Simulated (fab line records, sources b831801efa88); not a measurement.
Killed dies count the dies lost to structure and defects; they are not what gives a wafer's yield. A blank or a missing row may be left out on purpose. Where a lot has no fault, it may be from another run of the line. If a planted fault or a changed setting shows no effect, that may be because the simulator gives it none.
fab line records	flow sky130	part 1 of 2: steps 1 to 31 of 41
[record] lots = 5	wafers = 15	last-day = 49
route steps=708 shown CAP2M@619 METAL4@621 VIA4@639
lots that met no fault: taken from a fault-free run of the same line
start-h: hours from the record's first day to the start of the lot's first wafer shown	wait-h: how many hours have passed since the lot's step before this one	" unchanged from the row above	L1.1+2: a single row standing in for several wafers	- either no value or no given start	* or withheld: withheld	< > ~ a bound
route shown NAME@n: names a module that has steps shown in the file, with the first one's number in the route	usual: average and standard deviation across the fault-free wafers	same: alike in all rows	chamber/n: place in a boat	sites: readings site by site	_std_site: standard deviation across them	_edge_site: mean of outer sites minus mean of inner sites	radius-mm: how far each site lies from the wafer's centre	mask NAME#n: copy n	behind: tool/chamber where the wafer was last shaped	hold: what put the lot on hold/how long, in hours/how the hold closed	device: whichever transistor did not switch (one of n, p or np)	end of line: tests run on the same wafers once the route is complete	step lacking rows: just its recipe	killed: dies lost to structure and defects at the first sort, not the wafer's yield	map: per-die view of a wafer (x killed, . not killed, _ where there is no die)
set.NAME: the setting that was run; set.NAME@STEP: the one run at that earlier step	model.NAME: the simulator's own value behind a step, which no gauge read
lots at selected steps of the route; one table per step, one row per wafer
services: from which hour (start-h, from the record's first day; less than 0 if before it) a tool's chamber was out of use, for how many hours, and why
[[steps]]
[step SKY_CAP2M_CLEAN_16]
[recipe] chemistry = IPA	time-s = 180	temp-c = 25
lot.wafer	tool	chamber	start-h	wait-h
L075.2+4+6	wet-bench-03	2	969.51	0.0
L078.1+4+5	wet-bench-03	2	983.80	0.0
L081.1+3+4	wet-bench-03	0	1010.35	0.0
L086.1+3+5	wet-bench-02	0	1041.05	0.0
L090.1+2+4	wet-bench-04	1	1064.96	0.0
[step SKY_CAP2M_CLEAN_17]
[recipe] chemistry = O3/DIW	dry = n2-spin
lot.wafer	tool	chamber	start-h	wait-h
L075.2+4+6	wet-bench-04	0	969.57	0.0
L078.1+4+5	wet-bench-02	3	983.86	0.0
L081.1+3+4	wet-bench-03	2	1010.40	0.0
L086.1+3+5	wet-bench-03	1	1041.10	0.0
L090.1+2+4	wet-bench-02	0	1065.02	0.0
[step SKY_METAL4_DEHYDRATE_05]
[recipe] temp-c = 200	time-s = 60
[usual] heater-power-total-W = 160.38/0.14
lot.wafer	tool	chamber	start-h	wait-h	heater-power-total-W
L075.2	litho-track-03	0	980.70	11.0	160.39
L075.4	"	0	"	"	160.52
L075.6	"	0	"	"	160.54
L078.1	litho-track-03	0	995.17	11.1	160.50
L078.4	"	0	"	"	160.28
L078.5	"	0	"	"	160.43
L081.1	litho-track-04	0	1021.04	10.5	160.42
L081.3	"	0	"	"	160.55
L081.4	"	0	"	"	160.34
L086.1	litho-track-04	0	1051.09	9.9	160.28
L086.3	"	0	"	"	160.40
L086.5	"	0	"	"	160.17
L090.1	litho-track-04	0	1074.79	9.7	160.36
L090.2	"	0	"	"	160.22
L090.4	"	0	"	"	160.14
[step SKY_METAL4_HMDS_06]
[recipe] prime-time-s = 60	prime-temp-c = 120
lot.wafer	tool	chamber	start-h	wait-h
L075.2+4+6	litho-track-03	0	980.85	0.1
L078.1+4+5	litho-track-03	0	995.32	0.1
L081.1+3+4	litho-track-04	0	1021.19	0.1
L086.1+3+5	litho-track-04	0	1051.24	0.1
L090.1+2+4	litho-track-04	0	1074.94	0.1
[step SKY_METAL4_COAT_07]
[recipe] resist = BARC	temp-c = withheld	time-s = withheld	spin-rpm = 3000	resist-thk-nm = 60
lot.wafer	tool	chamber	start-h	wait-h
L075.2+4+6	litho-track-03	0	981.00	0.1
L078.1+4+5	litho-track-03	0	995.47	0.1
L081.1+3+4	litho-track-04	0	1021.34	0.1
L086.1+3+5	litho-track-04	0	1051.39	0.1
L090.1+2+4	litho-track-04	0	1075.09	0.1
[step SKY_METAL4_COAT_08]
[recipe] resist = KrF-thick	spin-rpm = 3000	resist-thk-nm = 1140
lot.wafer	tool	chamber	start-h	wait-h
L075.2+4+6	litho-track-03	0	-	-
L078.1+4+5	litho-track-03	0	-	-
L081.1+3+4	litho-track-04	0	-	-
L086.1+3+5	litho-track-04	0	-	-
L090.1+2+4	litho-track-04	0	-	-
[step SKY_METAL4_SOFTBAKE_09]
[recipe] temp-c = 100	time-s = 90	resist = KrF-thick
[usual] heater-power-total-W = 57.35/0.12
lot.wafer	tool	chamber	start-h	wait-h	heater-power-total-W
L075.2	litho-track-03	0	-	-	57.29
L075.4	"	0	"	"	57.57
L075.6	"	0	"	"	57.40
L078.1	litho-track-03	0	-	-	57.22
L078.4	"	0	"	"	57.33
L078.5	"	0	"	"	57.49
L081.1	litho-track-04	0	-	-	57.26
L081.3	"	0	"	"	57.23
L081.4	"	0	"	"	57.54
L086.1	litho-track-04	0	-	-	57.45
L086.3	"	0	"	"	57.46
L086.5	"	0	"	"	57.40
L090.1	litho-track-04	0	-	-	57.25
L090.2	"	0	"	"	57.36
L090.4	"	0	"	"	57.45
[step SKY_METAL4_EXPOSE_10]
[recipe] mask-id = MM4	na = 0.68	source-shape = annular	sigma-inner = 0.4	sigma-outer = 0.8	target-cd-nm = 300	dose-mj = 28
[usual] reticle-temp-C = 22.99/0.099
[same] na = 0.68
lot.wafer	tool	chamber	start-h	wait-h	mask	reticle-temp-C
L075.2	krf-scanner-02	0	-	-	MM4#0	23.05
L075.4	"	0	"	"	MM4#0	23.07
L075.6	"	0	"	"	MM4#0	23.06
L078.1	krf-scanner-02	0	-	-	MM4#0	22.97
L078.4	"	0	"	"	MM4#0	23.07
L078.5	"	0	"	"	MM4#0	23.01
L081.1	krf-scanner-02	0	-	-	MM4#0	22.94
L081.3	"	0	"	"	MM4#0	23.02
L081.4	"	0	"	"	MM4#0	22.94
L086.1	krf-scanner-01	0	-	-	MM4#0	22.73
L086.3	"	0	"	"	MM4#0	22.78
L086.5	"	0	"	"	MM4#0	22.84
L090.1	krf-scanner-01	0	-	-	MM4#0	22.97
L090.2	"	0	"	"	MM4#0	22.96
L090.4	"	0	"	"	MM4#0	22.97
[step SKY_METAL4_PEB_11]
[recipe] peb-temp-c = withheld	peb-time-s = withheld	resist = KrF-thick
lot.wafer	tool	chamber	start-h	wait-h
L075.2+4+6	litho-track-04	0	-	-
L078.1+4+5	litho-track-04	0	-	-
L081.1+3+4	litho-track-02	0	-	-
L086.1+3+5	litho-track-04	0	-	-
L090.1+2+4	litho-track-04	0	-	-
[step SKY_METAL4_DEVELOP_12]
[recipe] develop-time-s = 60	resist = KrF-thick	dev-temp-c = 21
lot.wafer	tool	chamber	start-h	wait-h
L075.2+4+6	litho-track-04	0	-	-
L078.1+4+5	litho-track-04	0	-	-
L081.1+3+4	litho-track-02	0	-	-
L086.1+3+5	litho-track-04	0	-	-
L090.1+2+4	litho-track-04	0	-	-
[step SKY_METAL4_CD_MEAS_13]
[recipe] target-cd-nm = 300
[usual] cd-nm = 299.7/1.3
lot.wafer	tool	chamber	start-h	wait-h	cd-nm
L075.2	cd-sem-02	-	993.86	-	299.9
L075.4	"	-	"	"	299.9
L075.6	"	-	"	"	301.4
L078.1	cd-sem-01	-	1007.24	-	300.8
L078.4	"	-	"	"	300.4
L078.5	"	-	"	"	299.6
L081.1	cd-sem-02	-	1033.56	-	299.8
L081.3	"	-	"	"	298.9
L081.4	"	-	"	"	300.1
L086.1	cd-sem-02	-	1062.69	-	301.0
L086.3	"	-	"	"	300.0
L086.5	"	-	"	"	301.3
L090.1	cd-sem-02	-	1086.69	-	299.8
L090.2	"	-	"	"	299.8
L090.4	"	-	"	"	300.6
[step SKY_METAL4_OVL_MEAS_14]
[usual] METAL4_OVL = -3/6.5
lot.wafer	tool	chamber	start-h	wait-h	METAL4_OVL[nm]
L075.2	overlay-02	-	993.97	0.1	2
L075.4	"	-	"	"	2
L075.6	"	-	"	"	8
L078.1	overlay-02	-	1007.36	0.1	5
L078.4	"	-	"	"	7
L078.5	"	-	"	"	2
L081.1	overlay-02	-	1033.68	0.1	-6
L081.3	"	-	"	"	-10
L081.4	"	-	"	"	-2
L086.1	overlay-02	-	1062.81	0.1	-12
L086.3	"	-	"	"	-12
L086.5	"	-	"	"	-9
L090.1	overlay-01	-	1086.81	0.1	-3
L090.2	"	-	"	"	-7
L090.4	"	-	"	"	-1
[step SKY_METAL4_DESCUM_15]
[recipe] chemistry = O2	source-power-w = 150	bias-power-w = 0	pressure-mtorr = 10	temp-c = 40	time-s = 8
[usual] drypump-motor-current-A = 5.8/0.5	oes-product-au = 1.001/0.012
lot.wafer	tool	chamber	start-h	wait-h	drypump-motor-current-A	oes-product-au	rf-hours-counter-h
L075.2	rie-metal-04	0	994.00	0.0	6.5	1.006	12
L075.4	"	0	"	"	6.4	1.010	-
L075.6	"	0	"	"	6.4	1.018	-
L078.1	rie-metal-01	0	1007.40	0.0	5.8	0.982	17
L078.4	"	0	"	"	5.8	0.983	-
L078.5	"	1	"	"	6.4	0.983	-
L081.1	rie-metal-04	1	1033.72	0.0	5.3	0.995	11
L081.3	"	1	"	"	5.3	0.993	-
L081.4	"	0	"	"	6.4	1.020	-
L086.1	rie-metal-03	1	1062.85	0.0	5.9	0.996	5
L086.3	"	1	"	"	6.0	0.988	-
L086.5	"	1	"	"	5.9	0.991	-
L090.1	rie-metal-01	0	1086.85	0.0	5.8	0.990	22
L090.2	"	1	"	"	6.4	1.002	20
L090.4	"	0	"	"	5.8	0.995	-
[step SKY_METAL4_ETCH_16]
[recipe] chemistry = N2/H2	target = BARC	ion-energy-ev = 200	bias-w = 100	pressure-mtorr = 30	n2-flow-sccm = 100	h2-flow-sccm = 200	icp-w = 500	stop-on = SiO2	time-s = 88.2	target-depth-a = 600
[usual] drypump-motor-current-A = 5.8/0.5	oes-product-au = 0.625/0.0043	throttle-valve-pct = 13.205/0.0097
lot.wafer	tool	chamber	start-h	wait-h	drypump-motor-current-A	oes-product-au	rf-hours-counter-h	throttle-valve-pct
L075.2	rie-metal-04	0	994.03	0.0	6.5	0.621	12	13.204
L075.4	"	0	"	"	6.5	0.623	-	13.200
L075.6	"	0	"	"	6.5	0.629	-	13.199
L078.1	rie-metal-01	0	1007.43	0.0	5.8	0.621	17	13.209
L078.4	"	0	"	"	5.8	0.617	-	13.214
L078.5	"	1	"	"	6.4	0.626	-	13.189
L081.1	rie-metal-04	1	1033.75	0.0	5.3	0.621	11	13.209
L081.3	"	1	"	"	5.3	0.621	-	13.183
L081.4	"	0	"	"	6.5	0.623	-	13.214
L086.1	rie-metal-03	1	1062.88	0.0	5.9	0.632	5	13.204
L086.3	"	1	"	"	5.9	0.624	-	13.221
L086.5	"	1	"	"	6.0	0.627	-	13.211
L090.1	rie-metal-01	0	1086.89	0.0	5.8	0.625	22	13.202
L090.2	"	1	"	"	6.4	0.622	20	13.195
L090.4	"	0	"	"	5.8	0.626	-	13.205
[step SKY_METAL4_ETCH_17]
[recipe] target = SiO2	stop-on = TiN	chemistry = C4F8/O2/Ar	source-w = 1500	bias-w = 1200	pressure-mtorr = 40	c4f8-flow-sccm = withheld	O2_flow_sccm = 6	Ar_flow_sccm = 300	time-s = 3.9	target-depth-a = 150
[usual] oes-product-au = 0.753/0.0068
lot.wafer	tool	chamber	start-h	wait-h	oes-product-au	rf-hours-counter-h
L075.2	rie-diel-01	0	994.13	0.1	0.757	20
L075.4	"	1	"	"	0.758	1
L075.6	"	3	"	"	0.762	-
L078.1	rie-diel-02	2	1007.53	0.1	0.748	20
L078.4	"	1	"	"	0.748	20
L078.5	"	1	"	"	0.753	-
L081.1	rie-diel-01	1	1033.85	0.1	0.750	2
L081.3	"	0	"	"	0.752	21
L081.4	"	2	"	"	0.753	10
L086.1	rie-diel-02	0	1062.98	0.1	0.746	6
L086.3	"	3	"	"	0.744	6
L086.5	"	2	"	"	0.761	-
L090.1	rie-diel-03	0	1087.02	0.1	0.749	11
L090.2	"	1	"	"	0.753	19
L090.4	"	2	"	"	0.748	8
[step SKY_METAL4_METAL_ETCH_18]
[recipe] target-depth-a = 8450	stop-on = SiO2	over-etch-frac = 0.3	time-s = 183.1	chemistry = Cl2/BCl3	resist-sidewall-deg = 88	pressure-mtorr = 10	icp-w = 900	bias-w = 48.5	Cl2_flow_sccm = 60	bcl3-flow-sccm = 30
[usual] drypump-motor-current-A = 5.9/0.47	oes-product-au = 0.864/0.007	throttle-valve-pct = 22.263/0.0087
lot.wafer	tool	chamber	start-h	wait-h	drypump-motor-current-A	oes-product-au	rf-hours-counter-h	throttle-valve-pct
L075.2	rie-metal-01	0	994.14	0.0	5.9	0.860	16	22.263
L075.4	"	0	"	"	5.9	0.854	-	22.274
L075.6	"	1	"	"	6.4	0.852	-	22.267
L078.1	rie-metal-03	1	1007.54	0.0	5.9	0.870	1	22.254
L078.4	"	1	"	"	5.9	0.870	-	22.271
L078.5	"	0	"	"	5.2	0.868	-	22.277
L081.1	rie-metal-01	0	1033.87	0.0	5.8	0.865	18	22.266
L081.3	"	0	"	"	5.8	0.875	-	22.251
L081.4	"	1	"	"	6.4	0.864	-	22.263
L086.1	rie-metal-04	0	1062.99	0.0	6.5	0.875	17	22.250
L086.3	"	1	"	"	5.3	0.858	-	22.269
L086.5	"	0	"	"	6.4	0.868	-	22.269
L090.1	rie-metal-04	0	1087.04	0.0	6.4	0.861	19	22.261
L090.2	"	1	"	"	5.3	0.875	15	22.262
L090.4	"	1	"	"	5.2	0.885	-	22.263
[step SKY_METAL4_STRIP_19]
[recipe] chemistry = O2/N2	power-w = 1400	pressure-mtorr = 1500	platen-temp-c = withheld	o2-flow-sccm = 3000	n2-flow-sccm = 300	overash-fraction = 0.5
[usual] drypump-motor-current-A = 5.86/0.28	oes-product-au = 0.501/0.0061	strip-time-to-endpoint-s = 6.53/0.096
lot.wafer	tool	chamber	start-h	wait-h	drypump-motor-current-A	oes-product-au	rf-hours-counter-h	strip-time-to-endpoint-s
L075.2	plasma-asher-03	1	994.32	0.1	6.19	0.500	117	6.55
L075.4	"	1	"	"	6.21	0.508	-	6.65
L075.6	"	1	"	"	6.20	0.500	-	6.56
L078.1	plasma-asher-03	1	1007.72	0.1	6.23	0.503	118	6.75
L078.4	"	1	"	"	6.19	0.509	-	6.66
L078.5	"	1	"	"	6.21	0.501	-	6.45
L081.1	plasma-asher-04	0	1034.04	0.1	5.70	0.500	89	6.64
L081.3	"	1	"	"	5.84	0.505	-	6.65
L081.4	"	0	"	"	5.69	0.500	-	6.51
L086.1	plasma-asher-02	1	1063.17	0.1	5.30	0.494	32	6.47
L086.3	"	0	"	"	5.76	0.502	-	6.69
L086.5	"	0	"	"	5.78	0.501	-	6.50
L090.1	plasma-asher-02	0	1087.22	0.1	5.74	0.495	34	6.46
L090.2	"	1	"	"	5.34	0.509	34	6.60
L090.4	"	1	"	"	5.34	0.494	-	6.65
[step SKY_METAL4_STRIP_20]
[recipe] chemistry = post-etch-residue-remover	time-s = 1200	temp-c = 72.5
lot.wafer	tool	chamber	start-h	wait-h
L075.2+4+6	wet-bench-01	0	994.42	0.1
L078.1+4+5	wet-bench-01	3	1007.82	0.1
L081.1+3+4	wet-bench-02	0	1034.14	0.1
L086.1+3+5	wet-bench-02	1	1063.27	0.1
L090.1+2+4	wet-bench-03	3	1087.32	0.1
[step SKY_METAL4_CLEAN_21]
[recipe] chemistry = IPA	time-s = 180	temp-c = 25
lot.wafer	tool	chamber	start-h	wait-h
L075.2+4+6	wet-bench-01	0	994.76	0.0
L078.1+4+5	wet-bench-03	1	1008.16	0.0
L081.1+3+4	wet-bench-03	0	1034.49	0.0
L086.1+3+5	wet-bench-03	2	1063.64	0.0
L090.1+2+4	wet-bench-03	0	1087.69	0.0
[step SKY_METAL4_CLEAN_22]
[recipe] chemistry = O3/DIW	dry = n2-spin
lot.wafer	tool	chamber	start-h	wait-h
L075.2+4+6	wet-bench-01	2	994.82	0.0
L078.1+4+5	wet-bench-03	2	1008.22	0.0
L081.1+3+4	wet-bench-02	1	1034.54	0.0
L086.1+3+5	wet-bench-01	3	1063.70	0.0
L090.1+2+4	wet-bench-03	3	1087.75	0.0
[step SKY_VIA4_HDPCVD_00]
[recipe] material = SiO2	target-thk-nm = 1750	sigma-open-frac = 0.3	time-s = 291.7	temp-c = 400	sih4-flow-sccm = 60	pressure-mtorr = 6
lot.wafer	tool	chamber	start-h	wait-h
L075.2+4+6	hdpcvd-02	0,0,1	994.91	0.0
L078.1+4+5	hdpcvd-02	2,0,1	1008.31	0.0
L081.1+3+4	hdpcvd-01	2,1,0	1034.64	0.0
L086.1+3+5	hdpcvd-01	1,0,0	1063.79	0.0
L090.1+2+4	hdpcvd-01	2,0,2	1087.85	0.0
[step SKY_VIA4_THK_MEAS_01]
[recipe] reads = SiO2_of_VIA4_HDPCVD_00
[usual] VIA4_HDPCVD_THK = 1746/19
lot.wafer	tool	chamber	start-h	wait-h	VIA4_HDPCVD_THK[nm]
L075.2	film-metro-02	-	995.10	0.1	1746
L075.4	"	-	"	"	1745
L075.6	"	-	"	"	1785
L078.1	film-metro-01	-	1008.49	0.1	1751
L078.4	"	-	"	"	1746
L078.5	"	-	"	"	1758
L081.1	film-metro-02	-	1034.81	0.1	1755
L081.3	"	-	"	"	1732
L081.4	"	-	"	"	1763
L086.1	film-metro-04	-	1063.97	0.1	1731
L086.3	"	-	"	"	1731
L086.5	"	-	"	"	1734
L090.1	film-metro-04	-	1088.03	0.1	1706
L090.2	"	-	"	"	1719
L090.4	"	-	"	"	1707
[step SKY_VIA4_CMP_02]
[recipe] material = SiO2	down-force-psi = 4	platen-rpm = 60	pad-velocity-m-s = 0.94248
[usual] motor-current-A = 11.3/0.72
lot.wafer	tool	chamber	start-h	wait-h	motor-current-A
L075.4	cmp-02	1	995.15	0.0	11.7
L075.2	"	2	"	"	10.8
L075.6	"	2	"	"	10.3
L078.1	cmp-02	1	1008.61	0.1	11.2
L078.4	"	2	"	"	11.0
L078.5	"	0	"	"	11.0
L081.4	cmp-02	1	1034.92	0.1	11.4
L081.1	"	2	"	"	10.4
L081.3	"	3	"	"	10.2
L086.1	cmp-01	3	1064.03	0.1	12.1
L086.3	"	2	"	"	11.4
L086.5	"	0	"	"	11.2
L090.1	cmp-02	1	1088.30	0.3	11.7
L090.4	"	2	"	"	10.7
L090.2	"	3	"	"	10.2
[step SKY_VIA4_BOW_MEAS_03]
[recipe] mode = bow
[usual] VIA4_BOW = 79/9
lot.wafer	tool	chamber	start-h	wait-h	VIA4_BOW[um]
L075.2	film-metro-02	-	995.47	0.2	80
L075.4	"	-	"	"	70
L075.6	"	-	"	"	75
L078.1	film-metro-02	-	1008.88	0.2	69
L078.4	"	-	"	"	79
L078.5	"	-	"	"	68
L081.1	film-metro-02	-	1035.17	0.1	75
L081.3	"	-	"	"	70
L081.4	"	-	"	"	71
L086.1	film-metro-02	-	1064.33	0.2	58
L086.3	"	-	"	"	74
L086.5	"	-	"	"	80
L090.1	film-metro-01	-	1088.60	0.2	78
L090.2	"	-	"	"	63
L090.4	"	-	"	"	70
[step SKY_VIA4_DEHYDRATE_04]
[recipe] temp-c = 200	time-s = 60
[usual] heater-power-total-W = 160.38/0.12
lot.wafer	tool	chamber	start-h	wait-h	heater-power-total-W
L075.2	litho-track-01	0	1006.17	10.7	160.41
L075.4	"	0	"	"	160.46
L075.6	"	0	"	"	160.33
L078.1	litho-track-04	0	1019.34	10.4	160.40
L078.4	"	0	"	"	160.26
L078.5	"	0	"	"	160.32
L081.1	litho-track-03	0	1045.82	10.6	160.55
L081.3	"	0	"	"	160.52
L081.4	"	0	"	"	160.54
L086.1	litho-track-03	0	1073.87	9.5	160.29
L086.3	"	0	"	"	160.34
L086.5	"	0	"	"	160.14
L090.1	litho-track-01	0	1097.94	9.3	160.27
L090.2	"	0	"	"	160.15
L090.4	"	0	"	"	160.17
[step SKY_VIA4_HMDS_05]
[recipe] prime-time-s = 60	prime-temp-c = 120
lot.wafer	tool	chamber	start-h	wait-h
L075.2+4+6	litho-track-01	0	1006.32	0.1
L078.1+4+5	litho-track-04	0	1019.49	0.1
L081.1+3+4	litho-track-03	0	1045.97	0.1
L086.1+3+5	litho-track-03	0	1074.02	0.1
L090.1+2+4	litho-track-01	0	1098.09	0.1
[step SKY_VIA4_COAT_06]
[recipe] resist = NOVOLAK	spin-rpm = 3000	resist-thk-nm = 1140
lot.wafer	tool	chamber	start-h	wait-h
L075.2+4+6	litho-track-01	0	1006.47	0.1
L078.1+4+5	litho-track-04	0	1019.64	0.1
L081.1+3+4	litho-track-03	0	1046.12	0.1
L086.1+3+5	litho-track-03	0	1074.17	0.1
L090.1+2+4	litho-track-01	0	1098.24	0.1
[step SKY_VIA4_SOFTBAKE_07]
[recipe] temp-c = 90	time-s = 60	resist = NOVOLAK
[usual] heater-power-total-W = 56.60/0.043
lot.wafer	tool	chamber	start-h	wait-h	heater-power-total-W
L075.2	litho-track-01	0	1006.62	0.1	56.62
L075.4	"	0	"	"	56.63
L075.6	"	0	"	"	56.64
L078.1	litho-track-04	0	1019.79	0.1	56.63
L078.4	"	0	"	"	56.61
L078.5	"	0	"	"	56.61
L081.1	litho-track-03	0	1046.27	0.1	56.61
L081.3	"	0	"	"	56.60
L081.4	"	0	"	"	56.61
L086.1	litho-track-03	0	1074.32	0.1	56.61
L086.3	"	0	"	"	56.59
L086.5	"	0	"	"	56.60
L090.1	litho-track-01	0	1098.39	0.1	56.61
L090.2	"	0	"	"	56.57
L090.4	"	0	"	"	56.54
[step SKY_VIA4_EXPOSE_08]
[recipe] mask-id = VIM4	na = 0.6	source-shape = conventional	sigma-outer = 0.6	polarization = unpolarized	target-cd-nm = 800	dose-mj = 132
[usual] reticle-temp-C = 23.01/0.098
[same] na = 0.6
lot.wafer	tool	chamber	start-h	wait-h	mask	reticle-temp-C
L075.2	iline-stepper-02	0	-	-	VIM4#0	23.03
L075.4	"	0	"	"	VIM4#0	22.91
L075.6	"	0	"	"	VIM4#0	23.14
L078.1	iline-stepper-01	0	-	-	VIM4#0	22.94
L078.4	"	0	"	"	VIM4#0	22.95
L078.5	"	0	"	"	VIM4#0	22.94
L081.1	iline-stepper-02	0	-	-	VIM4#0	23.20
L081.3	"	0	"	"	VIM4#0	22.96
L081.4	"	0	"	"	VIM4#0	23.04
L086.1	iline-stepper-02	0	-	-	VIM4#0	22.92
L086.3	"	0	"	"	VIM4#0	22.83
L086.5	"	0	"	"	VIM4#0	22.77
L090.1	iline-stepper-01	0	-	-	VIM4#0	22.91
L090.2	"	0	"	"	VIM4#0	22.90
L090.4	"	0	"	"	VIM4#0	23.16
[step SKY_VIA4_PEB_09]
[recipe] temp-c = withheld	time-s = *	resist = NOVOLAK
lot.wafer	tool	chamber	start-h	wait-h
L075.2+4+6	litho-track-03	0	-	-
L078.1+4+5	litho-track-04	0	-	-
L081.1+3+4	litho-track-03	0	-	-
L086.1+3+5	litho-track-01	0	-	-
L090.1+2+4	litho-track-01	0	-	-
[step SKY_VIA4_DEVELOP_10]
[recipe] resist = NOVOLAK	developer = TMAH	develop-time-s = 60	dev-temp-c = 23
lot.wafer	tool	chamber	start-h	wait-h
L075.2+4+6	litho-track-03	0	1018.35	0.1
L078.1+4+5	litho-track-04	0	1030.29	0.1
L081.1+3+4	litho-track-03	0	1056.57	0.1
L086.1+3+5	litho-track-01	0	1085.29	0.1
L090.1+2+4	litho-track-01	0	1108.19	0.1
